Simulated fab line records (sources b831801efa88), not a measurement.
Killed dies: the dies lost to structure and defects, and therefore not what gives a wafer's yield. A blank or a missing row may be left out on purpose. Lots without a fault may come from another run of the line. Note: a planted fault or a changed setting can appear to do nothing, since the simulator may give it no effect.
A lot that was struck, set against a sound lot || flow sky130 || 36 out of 708 route steps
Sound: wafers L408.4, L408.5, L408.6. The struck wafers were L394.2, L394.5, L394.6. The cause is named last.
Per side, at each step with rows, come the tool, then ch with its chambers, and then its first start. Under that, the readings that differ: sound wafers || struck wafers || difference of the means || sigmas: that difference in standard deviations of wafers without a fault.
alike: words and numbers the same on both sides, and readings whose means are apart by under 2 such deviations; not compared: readings that were withheld, readings missing a value for some wafer, numbers with overlapping values and no deviation given by the record, and bounds like >300 which may hide the same value.
Wherever a step has rows on one side only, a row that says differs or no value, or a row with sigmas, the two part there. When numbers do not overlap yet have no deviation, they are printed without sigmas and do not part them. A reading missing from all wafers of one side parts the sides only when that side holds two or more wafers.

first, 10 steps without rows for these wafers: SKY_GATE_OXIDE_COAT_05 (resist thk 1140 nm); SKY_GATE_OXIDE_SOFTBAKE_06 (time 60 s); SKY_GATE_OXIDE_EXPOSE_07 (exposes mask LVOM, target cd 600 nm); SKY_GATE_OXIDE_PEB_08; SKY_GATE_OXIDE_DEVELOP_09 (develop time 60 s); SKY_GATE_OXIDE_IMPLANT_11; SKY_GATE_OXIDE_WET_ETCH_12 (etches SiO2 in dHF, target depth 16.8 nm, time 336 s); SKY_GATE_OXIDE_STRIP_13 (strips in O2/N2); SKY_GATE_OXIDE_CLEAN_15 (cleans in SC1/SC2, time 150 s); SKY_GATE_OXIDE_OXIDATION_16 (stabilise 600 s, purge 300 s, target thk 3.57 nm).
SKY_POLY_GATE_CVD_00: deposits poly-Si, target thk 180 nm, time 720 s.
  sound on lpcvd-01 ch 1, day 22 00:05; struck on lpcvd-01 ch 0, day 17 15:19
{"reading": "spikeTcCentreC (C)", "sound": "621.5 621.7 620.5", "struck": "596.1 597.4 596.7", "difference": -24.5, "sigmas": -18}
{"reading": "spikeTcUpperC (C)", "sound": "619.4 619.9 619.4", "struck": "622.7 621.7 623.4", "difference": "+3.0", "sigmas": "+4"}
{"reading": "zonePowerCentrePct (%)", "sound": "9.1 9.2 9.2", "struck": "4.5 4.3 4.3", "difference": -4.8, "sigmas": -6}
{"reading": "zonePowerLowerPct (%)", "sound": "8.90 9.00 9.08", "struck": "11.46 11.65 11.54", "difference": "+2.56", "sigmas": "+10"}
{"reading": "model.poly-Si_of_POLY_GATE_CVD_00.thkNm (nm)", "sound": "178.4 181.4 180.2", "struck": "169.4 153.9 149.9", "difference": -22.3, "sigmas": ""}
  alike: spikeTcLowerC, zonePowerUpperPct
SKY_POLY_GATE_THK_MEAS_01:
  sound: filmMetro-02 at day 22 01:55; struck: filmMetro-02 at day 17 16:31
{"reading": "POLY_GATE_CVD_00_THK (nm)", "sound": "178.3 181.4 180.3", "struck": "169.2 154.0 150.0", "difference": -22.3, "sigmas": -13}
then, 9 steps without rows for these wafers: SKY_RES_PROTECT_DEHYDRATE_00 (time 60 s); SKY_RES_PROTECT_HMDS_01 (prime time 60 s); SKY_RES_PROTECT_COAT_02 (resist thk 1140 nm); SKY_RES_PROTECT_SOFTBAKE_03 (time 60 s); SKY_RES_PROTECT_EXPOSE_04 (exposes mask RPM, target cd 1270 nm); SKY_RES_PROTECT_PEB_05; SKY_RES_PROTECT_DEVELOP_06 (develop time 60 s); SKY_POLY_GATE_IMPLANT_02; SKY_RES_PROTECT_STRIP_07 (strips in O2/N2).
SKY_RES_PROTECT_CLEAN_09: cleans in SC1/SC2, time 150 s.
  sound on wetBench-04 ch 1, day 23 08:07; struck on wetBench-01 ch 0, day 18 22:44
{"reading": "model.poly-Si_of_POLY_GATE_CVD_00.thkNm (nm)", "sound": "177.7 180.8 179.6", "struck": "168.8 153.3 149.3", "difference": -22.2, "sigmas": ""}
then, 11 steps without rows for these wafers: SKY_POLY_GATE_CVD_03 (deposits Si3N4 from DCS/NH3, target thk 75 nm, time 1290 s); SKY_POLY_GATE_DEHYDRATE_05 (time 60 s); SKY_POLY_GATE_HMDS_06 (prime time 60 s); SKY_POLY_GATE_COAT_07 (resist thk 110 nm); SKY_POLY_GATE_COAT_08 (resist thk 450 nm); SKY_POLY_GATE_SOFTBAKE_09 (time 90 s); SKY_POLY_GATE_EXPOSE_10 (exposes mask P1M, target cd 150 nm); SKY_POLY_GATE_PEB_11; SKY_POLY_GATE_DEVELOP_12 (develop time 60 s); SKY_POLY_GATE_ETCH_15 (etches BARC in N2/H2, stops on SiO2, time 118.5 s, target depth 110 nm); SKY_POLY_GATE_ETCH_16 (etches Si3N4 in CH3F/O2, stops on poly-Si, time 144.9 s, target depth 75 nm).
SKY_POLY_GATE_ETCH_17: etches poly-Si in HBr/Cl2, stops on SiO2, target depth 180 nm, time 70.5 s.
  sound on rieSi-01 ch 0,1,2, day 24 14:58; struck on rieSi-01 ch 0,2,3, day 20 08:26
{"reading": "oesProductAu (a.u.)", "sound": "0.986 0.990 0.994", "struck": "0.956 0.890 0.876", "difference": -0.083, "sigmas": -8}
{"reading": "model.etch.depthNm (nm)", "sound": "177.7 180.8 179.5", "struck": "168.8 153.3 149.3", "difference": -22.2, "sigmas": ""}
{"reading": "model.POLY_GATE.featureDepthNm (nm)", "sound": "177.7 180.8 179.5", "struck": "168.8 153.3 149.3", "difference": -22.2, "sigmas": ""}
  alike: drypumpMotorCurrentA, throttleValvePct
  not compared: rfHoursCounterH
then, 1 step without rows for these wafers: SKY_POLY_GATE_STRIP_18 (strips in O2/N2).
-- record jumps: 28 days separate the struck wafers' starts on either side; left off in module POLY_GATE, taken up again in module PAD_OPEN, whose first shown step is the route's number 708 --
SKY_PAD_OPEN_PROBE_99:
  sound: prober-01 at day 50 18:57; struck: prober-02 at day 48 08:21
{"reading": "model.etest.resHighPo.lineOhmUm", "sound": "747 741.3 745.7", "struck": "769.4 837.3 877.4", "difference": "+83.4", "sigmas": ""}
{"reading": "model.etest.resPoly.lineOhmUm", "sound": "495.6 497.5 509", "struck": "519 577.3 627.4", "difference": "+74", "sigmas": ""}
{"reading": "model.etest.resHighPo.rsOhmSq", "sound": "260.1 260.9 259.2", "struck": "272.6 289.8 302.5", "difference": "+28.2", "sigmas": ""}
{"reading": "model.etest.resPoly.rsOhmSq", "sound": "47.59 47.93 47.7", "struck": "50.36 55.05 56.68", "difference": "+6.29", "sigmas": ""}
{"reading": "model.etest.capLiToPoly.cAfUm2", "sound": "94.52 101.8 97.98", "struck": "93.35 93.64 89.77", "difference": -5.85, "sigmas": ""}
  alike: killed_at_M0_to_M3, killed_at_M4_up, killedAtContacts, killedAtFrontEnd, killedAtOther, killedDies, killedOpen, killedShort

WHERE THEY PART
Last at SKY_POLY_GATE_ETCH_17 as far as this record goes, first at SKY_POLY_GATE_CVD_00. Later steps at which nothing parts them and some readings are alike: SKY_PAD_OPEN_PROBE_99.

WHY: what had been put in by the simulator
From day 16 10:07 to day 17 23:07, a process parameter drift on lpcvd-01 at SKY_POLY_GATE_CVD_00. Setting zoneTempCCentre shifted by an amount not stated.
